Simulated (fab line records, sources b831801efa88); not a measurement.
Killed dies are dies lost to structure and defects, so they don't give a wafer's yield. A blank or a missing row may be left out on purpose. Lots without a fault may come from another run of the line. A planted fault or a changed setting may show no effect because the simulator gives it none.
Problem report in the 8D (eight disciplines) form, filled by code | flow sky130 | the parts of the form that need people (team, actions taken, sign-off) are left out

1. THE PROBLEM
run_length_s at SKY_CAPM_STRIP_15 reads a mean of 1314 s on 6 wafers of 2 lots; wafers without a fault read 1228 s with a standard deviation of 3.3. That is +26 standard deviations from the usual mean.
The step: strips in post etch residue remover, time 1200 s.
First seen on wafer L917.2, day 39 17:59, on wet_bench-01. The record holds 39 wafers of 13 lots with a number at this step. Rule for "out", or "out of limits": more than 4 standard deviations from the usual mean. The other wafers with a number count as sound.

2. WHAT IT IS AND WHAT IT IS NOT
question                    | is                     | is not
which readings at this step | run_length_s           | -
which lots                  | L917, L918             | L911, L912, L924, L925, L927, L928, L929, L930, L931, L932, L933
which wafers of those lots  | all that have a number | -
read on which tools         | wet_bench-01           | wet_bench-03, wet_bench-04
when                        | from day 39 17:59      | up to then (6 sound wafers); but 27 sound wafers of L924, L925, L927, L928, L929, L930, L931, L932, L933 came after

3. SUSPECTS, AND WHAT RULES EACH OUT
Counting: a tool at a process step up to the reading stays a suspect if it ran every lot that is out and no sound lot after the first of them.
- wet_bench-01 at SKY_CAPM_STRIP_15 (strips in post etch residue remover, time 1200 s): ruled out as a lasting fault. Sound lots L931, L933 ran on it after its first lot that is out, L917 (day 39 17:59).
Left after counting: nothing in the record.

4. THE CAUSE (what the simulator had put in)
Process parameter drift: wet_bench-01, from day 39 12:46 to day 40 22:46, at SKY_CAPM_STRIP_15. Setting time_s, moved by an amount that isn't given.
Counting ruled it out, wrongly.

5. THE CHAIN OF EFFECTS, in route order
Each row: a reading whose mean over the struck wafers that have a number lies more than 3 standard deviations from the usual. Only readings for which the record gives a usual standard deviation are gone through. hours: the time from each lot's start at the first step in this table that gives one to its start at this step, as a median over the lots. sigmas: the change in usual standard deviations.
hours | step              | reading      | usual  | on struck wafers | change | sigmas
0     | SKY_CAPM_STRIP_15 | run_length_s | 1228 s | 1314             | +86    | +26
The process steps in it:
- SKY_CAPM_STRIP_15: strips in post etch residue remover, time 1200 s.
Later measuring or inspecting steps at which every struck wafer that the step has a row for has a number for every such reading, and none has moved that far: SKY_METAL3_CD_MEAS_13.

6. WHAT WOULD HAVE CAUGHT IT SOONER
In this record the first reading out of limits was taken at day 39 17:59, 5 hours after the fault began at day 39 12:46.
